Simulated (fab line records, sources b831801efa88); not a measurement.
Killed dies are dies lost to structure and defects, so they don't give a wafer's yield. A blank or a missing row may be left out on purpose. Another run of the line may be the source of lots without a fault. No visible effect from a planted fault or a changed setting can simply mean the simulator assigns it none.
Chamber matching :: flow sky130 :: SKY_CONTACT_ETCH_17 on rie-diel-02 has 4 sister chambers
The step etches SiO2 in C4F8/O2/Ar, stops on Si3N4, target depth 340 nm. 8 wafers are shown with their chamber, then 12 later ones without.

## WAFERS PAIRED WITH THEIR CHAMBERS
wafer: L084.3
chamber: 0
oes-product-au (a.u.): 0.895

wafer: L091.1
chamber: 2
oes-product-au (a.u.): 0.895

wafer: L091.3
chamber: 1
oes-product-au (a.u.): 0.893

wafer: L091.4
chamber: 2
oes-product-au (a.u.): 0.889

wafer: L091.6
chamber: 1
oes-product-au (a.u.): 0.880

wafer: L092.1
chamber: 0
oes-product-au (a.u.): 0.889

wafer: L092.4
chamber: 3
oes-product-au (a.u.): 0.884

wafer: L092.6
chamber: 3
oes-product-au (a.u.): 0.887

## WAFERS WITHOUT THEIR CHAMBER
wafer: L093.1
oes-product-au (a.u.): 0.887

wafer: L093.2
oes-product-au (a.u.): 0.893

wafer: L093.3
oes-product-au (a.u.): 0.891

wafer: L093.4
oes-product-au (a.u.): 0.888

wafer: L093.5
oes-product-au (a.u.): 0.885

wafer: L093.6
oes-product-au (a.u.): 0.901

wafer: L094.2
oes-product-au (a.u.): 0.894

wafer: L094.3
oes-product-au (a.u.): 0.894

wafer: L094.6
oes-product-au (a.u.): 0.887

wafer: L095.4
oes-product-au (a.u.): 0.893

wafer: L095.5
oes-product-au (a.u.): 0.892

wafer: L095.6
oes-product-au (a.u.): 0.891

## WHICH CHAMBER EACH WENT THROUGH
wafer: L093.1
from the rows above: can't be placed: 1 or 3 or 0 or 2
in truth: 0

wafer: L093.2
from the rows above: can't be placed: 0 or 2 or 1 or 3
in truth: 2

wafer: L093.3
from the rows above: can't be placed: 0 or 2 or 1 or 3
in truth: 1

wafer: L093.4
from the rows above: can't be placed: 1 or 3 or 0 or 2
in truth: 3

wafer: L093.5
from the rows above: can't be placed: 3 or 1 or 0 or 2
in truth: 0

wafer: L093.6
from the rows above: can't be placed: 0 or 2 or 1 or 3
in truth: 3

wafer: L094.2
from the rows above: can't be placed: 0 or 2 or 1 or 3
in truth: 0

wafer: L094.3
from the rows above: can't be placed: 0 or 2 or 1 or 3
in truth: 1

wafer: L094.6
from the rows above: can't be placed: 1 or 3 or 0 or 2
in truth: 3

wafer: L095.4
from the rows above: can't be placed: 0 or 2 or 1 or 3
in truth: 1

wafer: L095.5
from the rows above: can't be placed: 0 or 2 or 1 or 3
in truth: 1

wafer: L095.6
from the rows above: can't be placed: 0 or 2 or 1 or 3
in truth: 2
Placed correctly: 0 of 12. Cannot be placed on the basis of these rows: 12; the candidates contain the true chamber in 12. 0 placed wrongly.
How it was worked out, from the rows above alone: a wafer's distance from a chamber is the root of the sum, over the readings, of the square of ((its reading less the chamber's mean) divided by the reading's scatter). If the next closest chamber is less than 2 further off than the closest, the wafer can't be placed; otherwise it belongs to the closest. For every chamber, the mean is computed from those of its wafers that are shown. The scatter: take each reading less its chamber's mean, square it, sum over the shown wafers, divide by the number of wafers less the number of chambers, and take the root.
